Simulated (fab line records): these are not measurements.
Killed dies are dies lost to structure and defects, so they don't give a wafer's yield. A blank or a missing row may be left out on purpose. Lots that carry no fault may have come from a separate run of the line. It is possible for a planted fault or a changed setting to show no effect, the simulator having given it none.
Which tool is to blame? :: flow gf180mcu :: 24 lots, 72 wafers sampled, at 5 steps of a route of 602

WHAT EACH GAUGE READ, for each wafer
GF_V1_RS_MEAS_24: the measuring method here is four-point-probe.
lot: L074
measured: day 18 06:40
on: filmMetro-02
V1_W_RS (ohm/sq): 0.330 0.322 0.327

lot: L075
measured: day 18 10:07
on: filmMetro-03
V1_W_RS (ohm/sq): 0.314 0.315 0.328

lot: L076
measured: day 18 21:30
on: filmMetro-03
V1_W_RS (ohm/sq): 0.327 0.317 0.331

lot: L077
measured: day 19 06:30
on: filmMetro-02
V1_W_RS (ohm/sq): 0.326 0.318 0.313

lot: L078
measured: day 19 16:11
on: filmMetro-03
V1_W_RS (ohm/sq): 0.332 0.328 0.320

lot: L080
measured: day 20 14:41
on: filmMetro-01
V1_W_RS (ohm/sq): 0.322 0.332 0.323

lot: L079
measured: day 20 15:38
on: filmMetro-03
V1_W_RS (ohm/sq): 0.329 0.331 0.315

lot: L081
measured: day 20 23:53
on: filmMetro-03
V1_W_RS (ohm/sq): 0.330 0.327 0.315

lot: L082
measured: day 21 07:16
on: filmMetro-02
V1_W_RS (ohm/sq): 0.327 0.325 0.314

lot: L083
measured: day 21 21:42
on: filmMetro-01
V1_W_RS (ohm/sq): 0.327 0.328 0.320

lot: L084
measured: day 22 07:34
on: filmMetro-01
V1_W_RS (ohm/sq): 0.321 0.330 0.322

lot: L085
measured: day 22 16:54
on: filmMetro-02
V1_W_RS (ohm/sq): 0.328 0.313 0.326

lot: L086
measured: day 22 21:35
on: filmMetro-02
V1_W_RS (ohm/sq): 0.325 0.326 0.309

lot: L087
measured: day 23 11:23
on: filmMetro-02
V1_W_RS (ohm/sq): 0.332 0.315 0.331

lot: L088
measured: day 23 12:29
on: filmMetro-03
V1_W_RS (ohm/sq): 0.325 0.330 0.333

lot: L089
measured: day 24 01:15
on: filmMetro-03
V1_W_RS (ohm/sq): 0.331 0.334 0.315

lot: L090
measured: day 24 13:35
on: filmMetro-01
V1_W_RS (ohm/sq): 0.328 0.330 0.319

lot: L091
measured: day 24 18:22
on: filmMetro-03
V1_W_RS (ohm/sq): 0.325 0.326 0.313

lot: L092
measured: day 24 23:41
on: filmMetro-03
V1_W_RS (ohm/sq): 0.333 0.320 0.332

lot: L094
measured: day 25 07:15
on: filmMetro-03
V1_W_RS (ohm/sq): 0.315 0.316 0.330

lot: L093
measured: day 25 12:40
on: filmMetro-03
V1_W_RS (ohm/sq): 0.325 0.332 0.329

lot: L095
measured: day 25 18:23
on: filmMetro-03
V1_W_RS (ohm/sq): 0.326 0.324 0.313

lot: L096
measured: day 26 04:11
on: filmMetro-03
V1_W_RS (ohm/sq): 0.335 0.336 0.327

lot: L097
measured: day 26 08:24
on: filmMetro-02
V1_W_RS (ohm/sq): 0.322 0.327 0.325

GF_MIM_RS_MEAS_10: the measuring method here is four-point-probe.
lot: L074
measured: day 24 18:08
on: filmMetro-04
MIM_ALCU_RS (ohm/sq): 0.1591 0.1596 0.1588

lot: L075
measured: day 24 18:08
on: filmMetro-03
MIM_ALCU_RS (ohm/sq): 0.1579 0.1601 0.1591

lot: L076
measured: day 25 03:18
on: filmMetro-03
MIM_ALCU_RS (ohm/sq): 0.1583 0.1586 0.1595

lot: L077
measured: day 25 11:59
on: filmMetro-03
MIM_ALCU_RS (ohm/sq): 0.1585 0.1599 0.1595

lot: L078
measured: day 25 20:16
on: filmMetro-03
MIM_ALCU_RS (ohm/sq): 0.1615 0.1595 0.1607

lot: L080
measured: day 26 16:11
on: filmMetro-03
MIM_ALCU_RS (ohm/sq): 0.1616 0.1650 0.1642

lot: L079
measured: day 26 18:04
on: filmMetro-03
MIM_ALCU_RS (ohm/sq): 0.1629 0.1620 0.1616

lot: L081
measured: day 27 00:52
on: filmMetro-01
MIM_ALCU_RS (ohm/sq): 0.1593 0.1591 0.1614

lot: L082
measured: day 27 05:03
on: filmMetro-04
MIM_ALCU_RS (ohm/sq): 0.1595 0.1605 0.1604

lot: L083
measured: day 27 20:11
on: filmMetro-04
MIM_ALCU_RS (ohm/sq): 0.1631 0.1640 0.1623

lot: L084
measured: day 28 02:54
on: filmMetro-03
MIM_ALCU_RS (ohm/sq): 0.1579 0.1578 0.1589

lot: L085
measured: day 28 10:07
on: filmMetro-04
MIM_ALCU_RS (ohm/sq): 0.1610 0.1607 0.1607

lot: L086
measured: day 28 15:55
on: filmMetro-03
MIM_ALCU_RS (ohm/sq): 0.1606 0.1613 0.1617

lot: L087
measured: day 29 01:20
on: filmMetro-04
MIM_ALCU_RS (ohm/sq): 0.1614 0.1605 0.1586

lot: L088
measured: day 29 02:56
on: filmMetro-03
MIM_ALCU_RS (ohm/sq): 0.1592 0.1594 0.1607

lot: L089
measured: day 29 14:50
on: filmMetro-04
MIM_ALCU_RS (ohm/sq): 0.1623 0.1619 0.1617

lot: L090
measured: day 30 00:52
on: filmMetro-03
MIM_ALCU_RS (ohm/sq): 0.1569 0.1584 0.1597

lot: L091
measured: day 30 06:40
on: filmMetro-01
MIM_ALCU_RS (ohm/sq): 0.1577 0.1625 0.1610

lot: L092
measured: day 30 11:23
on: filmMetro-04
MIM_ALCU_RS (ohm/sq): 0.1590 0.1580 0.1598

lot: L094
measured: day 30 15:53
on: filmMetro-01
MIM_ALCU_RS (ohm/sq): 0.1636 0.1618 0.1609

lot: L093
measured: day 30 21:10
on: filmMetro-01
MIM_ALCU_RS (ohm/sq): 0.1605 0.1597 0.1598

lot: L095
measured: day 31 02:05
on: filmMetro-01
MIM_ALCU_RS (ohm/sq): 0.1615 0.1626 0.1640

lot: L096
measured: day 31 10:23
on: filmMetro-04
MIM_ALCU_RS (ohm/sq): 0.1632 0.1632 0.1643

lot: L097
measured: day 31 12:43
on: filmMetro-04
MIM_ALCU_RS (ohm/sq): 0.1606 0.1600 0.1599

EACH LOT AND THE TOOL THAT RAN IT (in order: tool; ch and the chambers of the sampled wafers; start)
lot: L074
GF_V4_CVD_23: cvdW-01 ch 0,1, day 24 17:07
GF_MIM_SPUTTER_01: pvdSputter-02, day 24 17:48
GF_MIM_CVD_05: pecvd-02 ch 0,1,2, day 24 17:55

lot: L075
GF_V4_CVD_23: cvdW-02 ch 0,1, day 24 17:07
GF_MIM_SPUTTER_01: pvdSputter-03, day 24 17:49
GF_MIM_CVD_05: pecvd-01 ch 0,1,2, day 24 17:56

lot: L076
GF_V4_CVD_23: cvdW-02 ch 0,1, day 25 02:17
GF_MIM_SPUTTER_01: pvdSputter-01, day 25 02:59
GF_MIM_CVD_05: pecvd-01 ch 1,2, day 25 03:07

lot: L077
GF_V4_CVD_23: cvdW-02 ch 0,1, day 25 10:58
GF_MIM_SPUTTER_01: pvdSputter-03, day 25 11:38
GF_MIM_CVD_05: pecvd-01 ch 0,1,2, day 25 11:45

lot: L078
GF_V4_CVD_23: cvdW-01 ch 0, day 25 19:14
GF_MIM_SPUTTER_01: pvdSputter-01, day 25 19:55
GF_MIM_CVD_05: pecvd-02 ch 1,2, day 25 20:02

lot: L080
GF_V4_CVD_23: cvdW-01 ch 0,1, day 26 15:11
GF_MIM_SPUTTER_01: pvdSputter-01, day 26 15:50
GF_MIM_CVD_05: pecvd-02 ch 0,1, day 26 15:58

lot: L079
GF_V4_CVD_23: cvdW-01 ch 0,1, day 26 17:03
GF_MIM_SPUTTER_01: pvdSputter-01, day 26 17:44
GF_MIM_CVD_05: pecvd-02 ch 0,1, day 26 17:52

lot: L081
GF_V4_CVD_23: cvdW-02 ch 0,1, day 26 23:51
GF_MIM_SPUTTER_01: pvdSputter-01, day 27 00:31
GF_MIM_CVD_05: pecvd-02 ch 0,1, day 27 00:38

lot: L082
GF_V4_CVD_23: cvdW-02 ch 0, day 27 04:00
GF_MIM_SPUTTER_01: pvdSputter-03, day 27 04:41
GF_MIM_CVD_05: pecvd-03 ch 0,1, day 27 04:49

lot: L083
GF_V4_CVD_23: cvdW-02 ch 1, day 27 19:10
GF_MIM_SPUTTER_01: pvdSputter-01, day 27 19:52
GF_MIM_CVD_05: pecvd-03 ch 0,1, day 27 19:59

lot: L084
GF_V4_CVD_23: cvdW-02 ch 0,1, day 28 01:53
GF_MIM_SPUTTER_01: pvdSputter-02, day 28 02:33
GF_MIM_CVD_05: pecvd-01 ch 0,1,2, day 28 02:40

lot: L085
GF_V4_CVD_23: cvdW-01 ch 0,1, day 28 08:58
GF_MIM_SPUTTER_01: pvdSputter-02, day 28 09:39
GF_MIM_CVD_05: pecvd-02 ch 0,1,2, day 28 09:47

lot: L086
GF_V4_CVD_23: cvdW-02 ch 0,1, day 28 14:54
GF_MIM_SPUTTER_01: pvdSputter-01, day 28 15:35
GF_MIM_CVD_05: pecvd-01 ch 0,1, day 28 15:43

lot: L087
GF_V4_CVD_23: cvdW-02 ch 0,1, day 29 00:19
GF_MIM_SPUTTER_01: pvdSputter-01, day 29 01:01
GF_MIM_CVD_05: pecvd-02 ch 0,1,2, day 29 01:08

lot: L088
GF_V4_CVD_23: cvdW-01 ch 0,1, day 29 01:55
GF_MIM_SPUTTER_01: pvdSputter-03, day 29 02:35
GF_MIM_CVD_05: pecvd-02 ch 0,1,2, day 29 02:42

lot: L089
GF_V4_CVD_23: cvdW-01 ch 0,1, day 29 13:50
GF_MIM_SPUTTER_01: pvdSputter-02, day 29 14:31
GF_MIM_CVD_05: pecvd-02 ch 0,1,2, day 29 14:38

lot: L090
GF_V4_CVD_23: cvdW-01 ch 0,1, day 29 23:52
GF_MIM_SPUTTER_01: pvdSputter-01, day 30 00:31
GF_MIM_CVD_05: pecvd-03 ch 0,1,2, day 30 00:38

lot: L091
GF_V4_CVD_23: cvdW-02 ch 0,1, day 30 05:38
GF_MIM_SPUTTER_01: pvdSputter-03, day 30 06:17
GF_MIM_CVD_05: pecvd-01 ch 0,1,2, day 30 06:25

lot: L092
GF_V4_CVD_23: cvdW-02 ch 0,1, day 30 10:22
GF_MIM_SPUTTER_01: pvdSputter-02, day 30 11:02
GF_MIM_CVD_05: pecvd-01 ch 0,1,2, day 30 11:09

lot: L094
GF_V4_CVD_23: cvdW-01 ch 0,1, day 30 14:52
GF_MIM_SPUTTER_01: pvdSputter-01, day 30 15:33
GF_MIM_CVD_05: pecvd-01 ch 1,2, day 30 15:40

lot: L093
GF_V4_CVD_23: cvdW-02 ch 0,1, day 30 20:09
GF_MIM_SPUTTER_01: pvdSputter-01, day 30 20:50
GF_MIM_CVD_05: pecvd-01 ch 0,2, day 30 20:58

lot: L095
GF_V4_CVD_23: cvdW-02 ch 0,1, day 31 01:04
GF_MIM_SPUTTER_01: pvdSputter-01, day 31 01:46
GF_MIM_CVD_05: pecvd-02 ch 0,2, day 31 01:53

lot: L096
GF_V4_CVD_23: cvdW-02 ch 0,1, day 31 09:23
GF_MIM_SPUTTER_01: pvdSputter-03, day 31 10:05
GF_MIM_CVD_05: pecvd-03 ch 0,1, day 31 10:12

lot: L097
GF_V4_CVD_23: cvdW-01 ch 0, day 31 11:36
GF_MIM_SPUTTER_01: pvdSputter-03, day 31 12:24
GF_MIM_CVD_05: pecvd-03 ch 0,1,2, day 31 12:31
- GF_V4_CVD_23: deposits W, target thk 350 nm, time 104.9 s.
- GF_MIM_SPUTTER_01: material TiN, target thk 30 nm, time 25 s.
- GF_MIM_CVD_05: deposits Si3N4, target thk 42 nm, time 29.086 s.

AS READ BY THE TOOLS THEMSELVES (means over the sampled wafers that have a number; for cases with no such wafer, the mark the record gives instead)
GF_V4_CVD_23.
lot: L074
tool: cvdW-01
chamberPressureTorr (Torr): 39.86
heaterPowerW (W): 923
susceptorTempC (C): 400.18

lot: L075
tool: cvdW-02
chamberPressureTorr (Torr): 39.93
heaterPowerW (W): 831
susceptorTempC (C): 399.95

lot: L076
tool: cvdW-02
chamberPressureTorr (Torr): 40.01
heaterPowerW (W): 824
susceptorTempC (C): 399.92

lot: L077
tool: cvdW-02
chamberPressureTorr (Torr): 40.02
heaterPowerW (W): 865
susceptorTempC (C): 400.18

lot: L078
tool: cvdW-01
chamberPressureTorr (Torr): 39.97
heaterPowerW (W): 920
susceptorTempC (C): 400.02

lot: L080
tool: cvdW-01
chamberPressureTorr (Torr): 40.01
heaterPowerW (W): 925
susceptorTempC (C): 399.80

lot: L079
tool: cvdW-01
chamberPressureTorr (Torr): 39.99
heaterPowerW (W): 947
susceptorTempC (C): 399.87

lot: L081
tool: cvdW-02
chamberPressureTorr (Torr): 39.95
heaterPowerW (W): 862
susceptorTempC (C): 399.95

lot: L082
tool: cvdW-02
chamberPressureTorr (Torr): 40.02
heaterPowerW (W): 813
susceptorTempC (C): 399.89

lot: L083
tool: cvdW-02
chamberPressureTorr (Torr): 39.96
heaterPowerW (W): 899
susceptorTempC (C): 399.79

lot: L084
tool: cvdW-02
chamberPressureTorr (Torr): 40.11
heaterPowerW (W): 824
susceptorTempC (C): 399.90

lot: L085
tool: cvdW-01
chamberPressureTorr (Torr): 40.08
heaterPowerW (W): 922
susceptorTempC (C): 400.04

lot: L086
tool: cvdW-02
chamberPressureTorr (Torr): 40.08
heaterPowerW (W): 865
susceptorTempC (C): 399.89

lot: L087
tool: cvdW-02
chamberPressureTorr (Torr): 40.09
heaterPowerW (W): 828
susceptorTempC (C): 399.97

lot: L088
tool: cvdW-01
chamberPressureTorr (Torr): 40.06
heaterPowerW (W): 935
susceptorTempC (C): 399.89

lot: L089
tool: cvdW-01
chamberPressureTorr (Torr): 40.16
heaterPowerW (W): 924
susceptorTempC (C): 400.00

lot: L090
tool: cvdW-01
chamberPressureTorr (Torr): 40.06
heaterPowerW (W): 931
susceptorTempC (C): 399.74

lot: L091
tool: cvdW-02
chamberPressureTorr (Torr): 40.03
heaterPowerW (W): 869
susceptorTempC (C): 400.22

lot: L092
tool: cvdW-02
chamberPressureTorr (Torr): 39.97
heaterPowerW (W): 870
susceptorTempC (C): 400.00

lot: L094
tool: cvdW-01
chamberPressureTorr (Torr): 40.03
heaterPowerW (W): 930
susceptorTempC (C): 400.07

lot: L093
tool: cvdW-02
chamberPressureTorr (Torr): 39.92
heaterPowerW (W): 856
susceptorTempC (C): 399.90

lot: L095
tool: cvdW-02
chamberPressureTorr (Torr): 39.98
heaterPowerW (W): 863
susceptorTempC (C): 399.87

lot: L096
tool: cvdW-02
chamberPressureTorr (Torr): 39.94
heaterPowerW (W): 835
susceptorTempC (C): 400.04

lot: L097
tool: cvdW-01
chamberPressureTorr (Torr): 40.06
heaterPowerW (W): 939
susceptorTempC (C): 400.09

GF_MIM_SPUTTER_01.
lot: L074
tool: pvdSputter-02
throttleValvePct (%): 29.8

lot: L075
tool: pvdSputter-03
throttleValvePct (%): 29.6

lot: L076
tool: pvdSputter-01
throttleValvePct (%): 30.6

lot: L077
tool: pvdSputter-03
throttleValvePct (%): 29.9

lot: L078
tool: pvdSputter-01
throttleValvePct (%): 31.9

lot: L080
tool: pvdSputter-01
throttleValvePct (%): 30.7

lot: L079
tool: pvdSputter-01
throttleValvePct (%): 31.5

lot: L081
tool: pvdSputter-01
throttleValvePct (%): 30.5

lot: L082
tool: pvdSputter-03
throttleValvePct (%): 29.3

lot: L083
tool: pvdSputter-01
throttleValvePct (%): 30.7

lot: L084
tool: pvdSputter-02
throttleValvePct (%): 29.6

lot: L085
tool: pvdSputter-02
throttleValvePct (%): 30.4

lot: L086
tool: pvdSputter-01
throttleValvePct (%): 30.4

lot: L087
tool: pvdSputter-01
throttleValvePct (%): 30.7

lot: L088
tool: pvdSputter-03
throttleValvePct (%): 30.5

lot: L089
tool: pvdSputter-02
throttleValvePct (%): 30.3

lot: L090
tool: pvdSputter-01
throttleValvePct (%): 30.5

lot: L091
tool: pvdSputter-03
throttleValvePct (%): 30.5

lot: L092
tool: pvdSputter-02
throttleValvePct (%): 29.4

lot: L094
tool: pvdSputter-01
throttleValvePct (%): 32.0

lot: L093
tool: pvdSputter-01
throttleValvePct (%): 30.7

lot: L095
tool: pvdSputter-01
throttleValvePct (%): 30.7

lot: L096
tool: pvdSputter-03
throttleValvePct (%): 30.6

lot: L097
tool: pvdSputter-03
throttleValvePct (%): 30.7

GF_MIM_CVD_05.
lot: L074
tool: pecvd-02
heaterPowerW (W): 615
susceptorTempC (C): 385.10

lot: L075
tool: pecvd-01
heaterPowerW (W): 651
susceptorTempC (C): 384.76

lot: L076
tool: pecvd-01
heaterPowerW (W): 662
susceptorTempC (C): 385.16

lot: L077
tool: pecvd-01
heaterPowerW (W): 624
susceptorTempC (C): 385.00

lot: L078
tool: pecvd-02
heaterPowerW (W): 602
susceptorTempC (C): 385.28

lot: L080
tool: pecvd-02
heaterPowerW (W): 568
susceptorTempC (C): 384.93

lot: L079
tool: pecvd-02
heaterPowerW (W): 612
susceptorTempC (C): 385.07

lot: L081
tool: pecvd-02
heaterPowerW (W): 577
susceptorTempC (C): 384.97

lot: L082
tool: pecvd-03
heaterPowerW (W): 557
susceptorTempC (C): 384.93

lot: L083
tool: pecvd-03
heaterPowerW (W): 594
susceptorTempC (C): 385.14

lot: L084
tool: pecvd-01
heaterPowerW (W): 616
susceptorTempC (C): 385.13

lot: L085
tool: pecvd-02
heaterPowerW (W): 617
susceptorTempC (C): 385.01

lot: L086
tool: pecvd-01
heaterPowerW (W): 699
susceptorTempC (C): 384.86

lot: L087
tool: pecvd-02
heaterPowerW (W): 608
susceptorTempC (C): 385.05

lot: L088
tool: pecvd-02
heaterPowerW (W): 576
susceptorTempC (C): 384.86

lot: L089
tool: pecvd-02
heaterPowerW (W): 590
susceptorTempC (C): 385.20

lot: L090
tool: pecvd-03
heaterPowerW (W): 571
susceptorTempC (C): 385.05

lot: L091
tool: pecvd-01
heaterPowerW (W): 638
susceptorTempC (C): 384.95

lot: L092
tool: pecvd-01
heaterPowerW (W): 694
susceptorTempC (C): 385.00

lot: L094
tool: pecvd-01
heaterPowerW (W): 714
susceptorTempC (C): 384.99

lot: L093
tool: pecvd-01
heaterPowerW (W): 586
susceptorTempC (C): 384.48

lot: L095
tool: pecvd-02
heaterPowerW (W): 584
susceptorTempC (C): 385.03

lot: L096
tool: pecvd-03
heaterPowerW (W): 642
susceptorTempC (C): 385.03

lot: L097
tool: pecvd-03
heaterPowerW (W): 597
susceptorTempC (C): 384.99

THE ANSWER, worked out from the rows above alone
Rule: what is usual is taken from the lots themselves. The widest of any qualifying gaps counts: lots, ordered by their means at a reading, are off when they make up no more than a third of the lots, leave a main group of 4 or more, and stand apart from it by 3 or more times the standard deviation of that group's means. A main group whose means are all the same, to the digits that the tables above print for the reading, isn't used. Also off: a lot with no number at a reading for which 4 or more lots have one. Any other lot the step has rows for is counted as sound. Order of review: gauges by route order, followed by the tools' own readings, for which a lot's mean as printed above is used. At the first step where some lot is off, the reading lying furthest off is the one used; lots without a number count as furthest.
No lot is off at any reading shown: from this, nothing can be told.

WHAT THE SIMULATOR HAD INSERTED
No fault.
